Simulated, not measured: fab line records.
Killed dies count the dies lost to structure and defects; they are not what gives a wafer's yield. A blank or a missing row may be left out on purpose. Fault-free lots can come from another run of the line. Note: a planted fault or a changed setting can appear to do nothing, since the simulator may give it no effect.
Struck lot and sound lot, side by side | flow sky130 | 28 steps out of a route of 708
Sound: these wafers, L469.2, L469.5, L469.6. The struck wafers were L480.2, L480.5, L480.6. The cause is given at the end.
Each step with rows lists, per side, the tool, then ch with its chambers, then its first start. Under that, the readings that differ: sound wafers | struck wafers | difference of the means | sigmas: that difference in standard deviations of wafers without a fault.
alike: readings whose means differ by less than 2 such deviations, and words and numbers that are the same on both sides. not compared: withheld readings, readings that some wafer has no value for, bounds like >300 that may hide the same value, and numbers for which the record gives no deviation and whose values overlap.
A row with sigmas, a row that says differs or no value, or rows on one side alone: a step with any of these is where the two part. Numbers that have no deviation but don't overlap get no sigmas and don't part them. Lack of a reading on every wafer of one side parts them only where that side has two or more wafers.

first, 5 steps without rows for these wafers: SKY_SONOS_ONO_COAT_08 (resist thk 1140 nm); SKY_SONOS_ONO_SOFTBAKE_09 (time 60 s); SKY_SONOS_ONO_EXPOSE_10 (exposes mask ONOM, target cd 410 nm); SKY_SONOS_ONO_PEB_11; SKY_SONOS_ONO_DEVELOP_12 (develop time 60 s).
SKY_SONOS_ONO_CD_MEAS_13 targets a cd of 410 nm.
  sound on cd_sem-02, day 17 23:01; struck on cd_sem-02, day 18 20:22
  alike: cd_nm
SKY_SONOS_ONO_OVL_MEAS_14:
  sound on overlay-01, day 17 23:08; struck on overlay-01, day 18 20:28
  alike: SONOS_ONO_OVL
SKY_SONOS_ONO_ETCH_15: etches the open film in CHF3/O2, target depth 19.52 nm, time 7.8 s.
  sound on rie_diel-04 ch 0,1,2, day 17 23:10; struck on rie_diel-02 ch 0,1, day 18 20:30
  alike: drypump_motor_current_A, oes_product_au, throttle_valve_pct
  not compared: rf_hours_counter_h
then, 1 step without rows for these wafers: SKY_SONOS_ONO_WET_ETCH_16 (etches SiO2 in dHF, target depth 14 nm, time 280 s).
SKY_SONOS_ONO_STRIP_17: strips in O2/N2.
  sound on plasma_asher-04 ch 0,1, day 17 23:16; struck on plasma_asher-02 ch 0,1, day 18 20:36
  alike: drypump_motor_current_A, oes_product_au, strip_time_to_endpoint_s
  not compared: rf_hours_counter_h
then, 2 steps without rows for these wafers: SKY_SONOS_ONO_WET_ETCH_18 (etches Si3N4 in H3PO4, target depth 15 nm, time 172 s); SKY_GATE_OXIDE_CLEAN_00 (cleans in SC1/SC2, time 150 s).
SKY_GATE_OXIDE_OXIDATION_01: stabilise 600 s, purge 300 s, target thk 10.268 nm.
  sound on furnace-01 ch 0, day 18 00:02; struck on furnace-01 ch 0, day 18 21:23
  reading                                           | sound             | struck               | difference | sigmas
  ox_time_s (s)                                     | 1473 1473 1473    | 662.85 662.85 662.85 | -810.15    |
  model.SiO2_of_GATE_OXIDE_OXIDATION_01.thk_nm (nm) | 10.47 10.32 10.45 | 5.998 6.098 6.045    | -4.366     |
  alike: zone_power_lower_pct
SKY_GATE_OXIDE_THK_MEAS_02:
  sound on film_metro-01, day 18 01:28; struck on film_metro-01, day 18 23:02
  reading                          | sound             | struck         | difference | sigmas
  GATE_OXIDE_OXIDATION_00_THK (nm) | 10.53 10.31 10.45 | 6.04 6.12 6.05 | -4.36      | -17
  not compared: hold
then, 6 steps without rows for these wafers: SKY_GATE_OXIDE_HMDS_04 (prime time 60 s); SKY_GATE_OXIDE_COAT_05 (resist thk 1140 nm); SKY_GATE_OXIDE_SOFTBAKE_06 (time 60 s); SKY_GATE_OXIDE_EXPOSE_07 (exposes mask LVOM, target cd 600 nm); SKY_GATE_OXIDE_PEB_08; SKY_GATE_OXIDE_DEVELOP_09 (develop time 60 s).
SKY_GATE_OXIDE_OVL_MEAS_10:
  sound on overlay-02, day 19 06:49; struck on overlay-01, day 20 04:49
  alike: GATE_OXIDE_OVL
then, 2 steps without rows for these wafers: SKY_GATE_OXIDE_IMPLANT_11; SKY_GATE_OXIDE_WET_ETCH_12 (etches SiO2 in dHF, target depth 16.8 nm, time 336 s).
SKY_GATE_OXIDE_STRIP_13: strips in O2/N2.
  sound on plasma_asher-01 ch 0,1, day 19 07:05; struck on plasma_asher-01 ch 0,1, day 20 05:06
  alike: drypump_motor_current_A, oes_product_au, strip_time_to_endpoint_s
  not compared: rf_hours_counter_h
SKY_GATE_OXIDE_TW_MEAS_14:
  sound on film_metro-03, day 19 07:12; struck on film_metro-03, day 20 05:26
  alike: GATE_OXIDE_TW
  not compared: hold
SKY_GATE_OXIDE_OXIDATION_16: stabilise 600 s, purge 300 s, target thk 3.57 nm.
  sound on furnace-02 ch 0, day 19 07:47; struck on furnace-02 ch 0, day 20 09:42
  reading                                           | sound            | struck            | difference | sigmas
  model.SiO2_of_GATE_OXIDE_OXIDATION_01.thk_nm (nm) | 11.8 11.67 11.79 | 7.708 7.786 7.736 | -4.010     |
  alike: ox_time_s, zone_power_lower_pct
then, 1 step without rows for these wafers: SKY_POLY_GATE_CVD_00 (deposits poly-Si, target thk 180 nm, time 720 s).
-- record jumps: 30 days separate the struck wafers' starts on either side; left off in module POLY_GATE, taken up again in module PAD_OPEN, whose first shown step is the route's number 708 --
SKY_PAD_OPEN_PROBE_99:
  sound on prober-02, day 49 16:15; struck on prober-01, day 50 01:07
  reading                                | sound                         | struck                        | difference | sigmas
  model.etest.nfet_16v.r_on_ohm_um       | 1.399e+04 1.394e+04 1.414e+04 | 1.205e+04 1.218e+04 1.207e+04 | -1.923e+03 |
  model.etest.pfet_16v.r_on_ohm_um       | 1.446e+04 1.506e+04 1.541e+04 | 1.403e+04 1.416e+04 1.354e+04 | -1.067e+03 |
  model.etest.pfet_g5v0d10v5.r_on_ohm_um | 4793 4802 4785                | 3919 3908 3892                | -887       |
  model.etest.tip_sonos.rs_ohm_sq        | 2681 2643 2670                | 1993 1972 2006                | -674       |
  model.etest.nfet_g5v0d10v5.r_on_ohm_um | 1907 1902 1881                | 1527 1523 1512                | -376       |
  model.etest.nfet_g5v0d10v5.drive_ua_um | 597.9 598 599.2               | 890 877 888.5                 | +287       |
  model.etest.nfet_05v0_nvt.drive_ua_um  | 568.2 574 572.7               | 805.5 803.3 804.8             | +232.9     |
  model.etest.tip_p.rs_ohm_sq            | 6918 6827 6855                | 6774 6803 6794                | -76        |
  alike: killed_at_M0_to_M3, killed_at_M4_up, killed_at_contacts, killed_at_front_end, killed_at_other, killed_dies, killed_open, killed_short

== WHERE THEY PART ==
Only at SKY_GATE_OXIDE_THK_MEAS_02, as far as this record shows. Later steps at which nothing parts them and some readings are alike: SKY_GATE_OXIDE_OVL_MEAS_10, SKY_GATE_OXIDE_STRIP_13, SKY_GATE_OXIDE_TW_MEAS_14, SKY_GATE_OXIDE_OXIDATION_16, SKY_PAD_OPEN_PROBE_99.

WHY: what the simulator had put in
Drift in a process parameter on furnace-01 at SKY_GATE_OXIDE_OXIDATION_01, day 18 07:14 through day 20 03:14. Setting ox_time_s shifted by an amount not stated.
